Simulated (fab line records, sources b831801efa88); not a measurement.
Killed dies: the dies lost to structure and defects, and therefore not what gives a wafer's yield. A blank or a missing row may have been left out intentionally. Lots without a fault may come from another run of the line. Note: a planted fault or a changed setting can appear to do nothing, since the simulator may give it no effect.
fab line records | flow sky130
[record] lots = 14 wafers = 42 lastDay = 50
route steps=708 shown NWELL@33
lots with no fault: from the same line, run without faults
startH: hours from the record's opening day to when the first of the lot's shown wafers began | waitH: hours from the lot's prior step to this one | " identical to the entry in the row above | L1.1+2: one row covering several wafers at once | - no value, or no start given | * or withheld: withheld | < > ~ a bound
route shown NAME@n: NAME is a module with steps in the file, n the number in the route of the first one | usual: mean and standard deviation over wafers with no fault | same: alike in all rows | chamber/n: place in a boat | sites: readings site by site | _std_site: standard deviation of those values | _edge_site: outer sites' mean less inner sites' | radiusMm: for every site, how far away it sits from the centre of the wafer | mask NAME#n: copy n | behind: the most recent tool/chamber to have shaped the wafer | hold: why the lot went on hold/how many hours it stayed there/how the hold came to an end | device: transistor that didn't switch, given as n, p or np | end of line: the same wafers' tests at the end of the route | step lacking rows: just its recipe | killed: count of dies lost to structure and defects at first sort (not the wafer's yield) | map: the dies of a wafer, with x for killed, . for not killed, _ for no die there
set.NAME: the setting that was run; set.NAME@STEP: the one run at that earlier step | model.NAME: the simulator's own value behind a step, which no gauge read
steps of the route over a sample of lots; a table a step, a row a wafer
services: a tool's chamber out of use, with start hour (startH, from the record's first day; less than 0 if before it), hours out, and reason
[[steps]]
[step SKY_NWELL_OXIDATION_01]
[recipe] tempC = 900 ambient = O2 stabiliseS = 600 purgeS = 300 targetThkA = 100 oxTimeS = 1418
[usual] spikeTcBottomC = 916.0/1 spikeTcCentreC = 900.1/1.1 spikeTcLowerC = 900.4/1.4 spikeTcTopC = 913.1/1.4 spikeTcUpperC = 899.8/0.96 tubeCenterTempC = 899.99/0.08 tube_center_temp_C_max = 902.3/0.39 zonePowerTopPct = 34.5/0.39
// columns lot.wafer tool chamber startH waitH spikeTcBottomC spikeTcCentreC spikeTcLowerC spikeTcTopC spikeTcUpperC tubeCenterTempC tube_center_temp_C_max zonePowerTopPct
L401.3 furnace-01 0 38.85 3.2 916.1 898.6 901.1 913.5 899.0 900.05 903.0 34.6
L401.5 " 0 " " 915.4 900.5 901.6 913.8 900.6 900.03 902.3 34.4
L401.6 " 0 " " 917.5 899.3 898.9 913.8 899.8 900.01 902.1 34.3
L402.1 furnace-01 0 49.97 4.4 914.6 899.1 899.8 912.3 900.8 899.99 902.4 35.3
L402.2 " 0 " " 917.5 898.2 901.1 914.5 900.2 899.86 902.3 34.2
L402.4 " 0 " " 916.5 898.9 903.0 914.4 899.0 899.94 901.8 34.5
L403.1 furnace-02 0 57.18 2.0 917.1 901.1 898.8 911.9 900.3 900.01 902.7 34.5
L403.2 " 0 " " 916.2 898.9 899.7 911.5 898.4 899.97 902.3 35.1
L403.5 " 0 " " 916.6 899.6 898.6 914.8 899.2 900.08 902.7 34.7
L404.3 furnace-02 0 57.18 2.0 916.1 901.7 900.2 912.2 899.3 899.91 902.2 34.2
L404.4 " 0 " " 914.8 901.2 898.6 913.0 899.5 900.04 902.2 33.8
L404.5 " 0 " " 915.7 900.7 901.5 912.3 900.2 899.9 902.5 34.3
L406.2 furnace-02 0 65.25 1.8 915.4 902.6 898.5 913.1 901.0 900.02 902.1 34.0
L406.5 " 0 " " 917.0 900.8 900.5 910.2 900.4 899.98 902.2 34.5
L406.6 " 0 " " 916.0 899.8 899.6 911.9 900.8 899.92 902.4 34.0
L409.4 furnace-02 0 77.94 0.5 915.1 901.2 901.2 912.3 898.2 900.11 901.9 34.4
L409.5 " 0 " " 916.6 901.4 898.5 911.4 900.8 900.06 901.8 34.3
L409.6 " 0 " " 914.8 898.4 898.9 912.2 901.0 900.02 902.3 34.5
L410.2 furnace-02 0 82.24 0.5 935.4 919.1 918.0 931.3 919.6 918.85 921.7 35.6
L410.3 " 0 " " 936.4 919.5 918.7 930.2 919.1 918.85 920.8 36.2
L410.6 " 0 " " 934.5 920.0 917.0 931.1 920.6 918.69 921.3 35.1
L411.1 furnace-02 0 86.99 0.0 937.0 918.3 917.6 930.2 919.3 918.74 921.0 35.9
L411.3 " 0 " " 934.7 920.2 919.8 932.8 919.0 918.74 921.3 35.4
L411.6 " 0 " " 936.5 919.5 918.7 932.1 919.1 918.82 920.9 35.7
L412.3 furnace-01 0 93.39 1.9 916.4 899.3 902.3 914.8 898.6 900.05 902.3 35.0
L412.4 " 0 " " 915.4 899.8 901.4 915.0 900.1 900.01 901.9 34.5
L412.5 " 0 " " 916.5 899.2 901.7 912.7 899.5 900.03 903.0 34.6
L415.1 furnace-01 0 107.93 1.9 915.2 899.5 903.6 914.6 900.3 899.94 901.7 34.2
L415.3 " 0 " " 916.2 899.0 900.9 913.8 899.2 900.03 902.0 34.4
L415.4 " 0 " " 916.2 899.6 901.9 911.2 900.4 899.94 902.5 35.0
L417.1 furnace-01 0 117.28 0.0 914.8 896.9 901.8 915.2 899.0 900.11 902.3 34.8
L417.3 " 0 " " 913.0 899.3 901.2 913.5 900.4 899.98 902.1 34.9
L417.5 " 0 " " 916.1 899.6 901.2 913.1 900.5 900.03 902.1 34.5
L419.3 furnace-01 0 128.06 0.0 916.3 897.6 902.7 912.8 900.1 899.93 901.9 35.1
L419.4 " 0 " " 915.0 901.3 900.7 913.7 898.5 899.96 902.4 34.5
L419.5 " 0 " " 915.9 899.4 900.7 914.0 898.7 900.05 902.4 35.0
L420.1 furnace-01 0 134.80 1.4 916.1 899.0 902.7 913.3 899.9 899.99 902.1 34.5
L420.5 " 0 " " 916.5 899.2 902.5 913.0 898.3 900.05 902.5 34.5
L420.6 " 0 " " 914.2 900.4 901.4 914.2 900.1 899.82 902.3 34.4
L422.1 furnace-01 0 145.08 0.6 915.0 899.8 901.5 914.6 900.2 900 903.4 35.2
L422.4 " 0 " " 916.0 899.3 900.9 915.3 899.2 899.94 902.2 35.2
L422.6 " 0 " " 913.5 898.7 902.0 914.6 898.8 900.01 902.2 34.3
[step SKY_NWELL_THK_MEAS_02]
[recipe] reads = SiO2_of_NWELL_OXIDATION_01
[usual] NWELL_OXIDATION_THK = 9.92/0.2
// columns lot.wafer tool chamber startH waitH hold NWELL_OXIDATION_THK[nm]
L401.3 filmMetro-03 - 40.27 0.0 - 9.85
L401.5 " - " " - 9.76
L401.6 " - " " - 9.92
L402.1 filmMetro-01 - 51.36 0.0 - 9.64
L402.2 " - " " - 9.71
L402.4 " - " " - 9.70
L403.1 filmMetro-03 - 58.57 0.0 - 9.87
L403.2 " - " " - 9.98
L403.5 " - " " - 10.06
L404.3 filmMetro-01 - 58.59 0.0 - 9.49
L404.4 " - " " - 9.52
L404.5 " - " " - 9.47
L406.2 filmMetro-04 - 66.66 0.0 - 9.53
L406.5 " - " " - 9.63
L406.6 " - " " - 9.64
L409.4 filmMetro-01 - 79.36 0.0 - 10.07
L409.5 " - " " - 9.92
L409.6 " - " " - 9.98
L410.2 filmMetro-01 - 83.65 0.0 awaitDispo/0.2h/release 12.15
L410.3 " - " " awaitDispo/0.2h/release 12.04
L410.6 " - " " awaitDispo/0.2h/release 12.01
L410.2 filmMetro-01 - 83.87 0.2 - 12.18
L410.3 " - " " - 12.02
L410.6 " - " " - 12.04
L411.1 filmMetro-04 - 88.39 0.0 awaitDispo/0.2h/release 11.95
L411.3 " - " " awaitDispo/0.2h/release 12.02
L411.6 " - " " awaitDispo/0.2h/release 12.08
L411.1 filmMetro-04 - 88.61 0.2 - 11.92
L411.3 " - " " - 11.97
L411.6 " - " " - 12.09
L412.3 filmMetro-04 - 94.80 0.0 - 9.92
L412.4 " - " " - 9.83
L412.5 " - " " - 9.91
L415.1 filmMetro-04 - 109.32 0.0 - 10.09
L415.3 " - " " - 10.04
L415.4 " - " " - 10.04
L417.1 filmMetro-01 - 118.67 0.0 - 10.09
L417.3 " - " " - 9.98
L417.5 " - " " - 9.93
L419.3 filmMetro-01 - 129.47 0.0 - 9.91
L419.4 " - " " - 10.14
L419.5 " - " " - 9.98
L420.1 filmMetro-01 - 136.19 0.0 - 9.74
L420.5 " - " " - 9.70
L420.6 " - " " - 9.58
L422.1 filmMetro-03 - 146.47 0.0 - 9.87
L422.4 " - " " - 9.71
L422.6 " - " " - 9.91
[[services]]
// columns tool chamber startH hours kind
furnace-02 - 29.64 23.4 pm
furnace-02 - 88.39 3.4 pm
furnace-02 - 107.31 2.6 pm
[[key]]
[firstSign] step = SKY_NWELL_OXIDATION_01 reading = tubeCenterTempC direction = up sigmas = 99+ usual = * struck = *
[effect] step = SKY_NWELL_OXIDATION_01 reading = tube_center_temp_C_max direction = up sigmas = 49 usual = * struck = *
[effect] step = SKY_NWELL_THK_MEAS_02 reading = visit direction = added
[effect] step = SKY_NWELL_THK_MEAS_02 reading = NWELL_OXIDATION_THK direction = up sigmas = 11 usual = 9.92 struck = 12.04
metAt SKY_NWELL_OXIDATION_01
struckLots L410,L411
testerLeftOut L410,L411
onsetBetween 77.94 82.24
[fault] kind = processParameterDrift tool = furnace-02 chamber = - onsetH = 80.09 steps = SKY_NWELL_OXIDATION_01 channel = tempC offset = * shape = step endH = 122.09 actsIn = * stated = *
// testerLeftOut: of these lots the tester's yield and bins aren't shown, on N5 and GAA mostly nor the transistor test; their killed dies are dies lost to structure and defects alone, not to doping, threshold or leakage, so they don't give the yield
